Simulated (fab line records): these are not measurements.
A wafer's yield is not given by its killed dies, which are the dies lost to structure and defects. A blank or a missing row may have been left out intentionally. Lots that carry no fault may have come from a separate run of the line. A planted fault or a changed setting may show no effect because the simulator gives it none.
The tool behind it: which one? :: flow gf180mcu :: 21 wafers from 7 lots sampled at 4 of the route's 602 steps

WHAT EACH GAUGE READ, for each wafer
GF_M4_OVL_MEAS_15.
lot: L650
measured: day 23 19:40
on: overlay-01
M4_OVL (nm): 0 4 5

lot: L654
measured: day 24 23:27
on: overlay-01
M4_OVL (nm): -9 -2 -7

lot: L657
measured: day 26 00:38
on: overlay-01
M4_OVL (nm): -3 -9 3

lot: L659
measured: day 26 17:04
on: overlay-02
M4_OVL (nm): 4 3 2

lot: L667
measured: day 29 05:49
on: overlay-02
M4_OVL (nm): -3 -4 -6

lot: L669
measured: day 30 01:08
on: overlay-02
M4_OVL (nm): 3 9 4

lot: L672
measured: day 30 17:59
on: overlay-01
M4_OVL (nm): -1 0 0

WHICH TOOL RAN EACH LOT (tool, then ch and the chambers of the sampled wafers, then the start)
lot: L650
GF_V3_CVD_02: pecvd-01 ch 1,2, day 21 19:53
GF_M4_SPUTTER_00: pvd_sputter-01, day 22 20:41
GF_M4_DEHYDRATE_07: litho_track-02 ch 0, day 23 08:00

lot: L654
GF_V3_CVD_02: pecvd-01 ch 0,1, day 23 01:16
GF_M4_SPUTTER_00: pvd_sputter-01, day 24 00:56
GF_M4_DEHYDRATE_07: litho_track-02 ch 0, day 24 12:00

lot: L657
GF_V3_CVD_02: pecvd-04 ch 0,1,2, day 24 02:01
GF_M4_SPUTTER_00: pvd_sputter-03, day 25 02:10
GF_M4_DEHYDRATE_07: litho_track-04 ch 0, day 25 13:10

lot: L659
GF_V3_CVD_02: pecvd-03 ch 0,1,2, day 24 19:16
GF_M4_SPUTTER_00: pvd_sputter-01, day 25 19:13
GF_M4_DEHYDRATE_07: litho_track-04 ch 0, day 26 05:56

lot: L667
GF_V3_CVD_02: pecvd-04 ch 0,1,2, day 27 12:22
GF_M4_SPUTTER_00: pvd_sputter-03, day 28 10:26
GF_M4_DEHYDRATE_07: litho_track-02 ch 0, day 28 19:51

lot: L669
GF_V3_CVD_02: pecvd-04 ch 0,1,2, day 28 08:56
GF_M4_SPUTTER_00: pvd_sputter-01, day 29 06:11
GF_M4_DEHYDRATE_07: litho_track-02 ch 0, day 29 15:01

lot: L672
GF_V3_CVD_02: pecvd-01 ch 0,1,2, day 29 01:43
GF_M4_SPUTTER_00: pvd_sputter-03, day 29 23:14
GF_M4_DEHYDRATE_07: litho_track-03 ch 0, day 30 07:57
- GF_V3_CVD_02: deposits SiO2 from TEOS, target thk 850 nm, time 94.851 s.
- GF_M4_SPUTTER_00: material Ti, target thk 37.5 nm, time 150 s.
- GF_M4_DEHYDRATE_07: time 60 s.

THE ANSWER, worked out from the rows above alone
Rule: usual is defined by the lots themselves. The widest of any qualifying gaps counts: lots, ordered by their means at a reading, are off when they make up no more than a third of the lots, leave a main group of 4 or more, and stand apart from it by 3 or more times the standard deviation of that group's means. A main group is skipped when, at the precision printed for the reading in the tables above, its means are all equal. A lot without any number at a reading at which 4 lots or more have one is off too. Any other lot the step has rows for is counted as sound.
No lot is off at any reading shown: from this, nothing can be told.

WHAT WAS PUT IN BY THE SIMULATOR
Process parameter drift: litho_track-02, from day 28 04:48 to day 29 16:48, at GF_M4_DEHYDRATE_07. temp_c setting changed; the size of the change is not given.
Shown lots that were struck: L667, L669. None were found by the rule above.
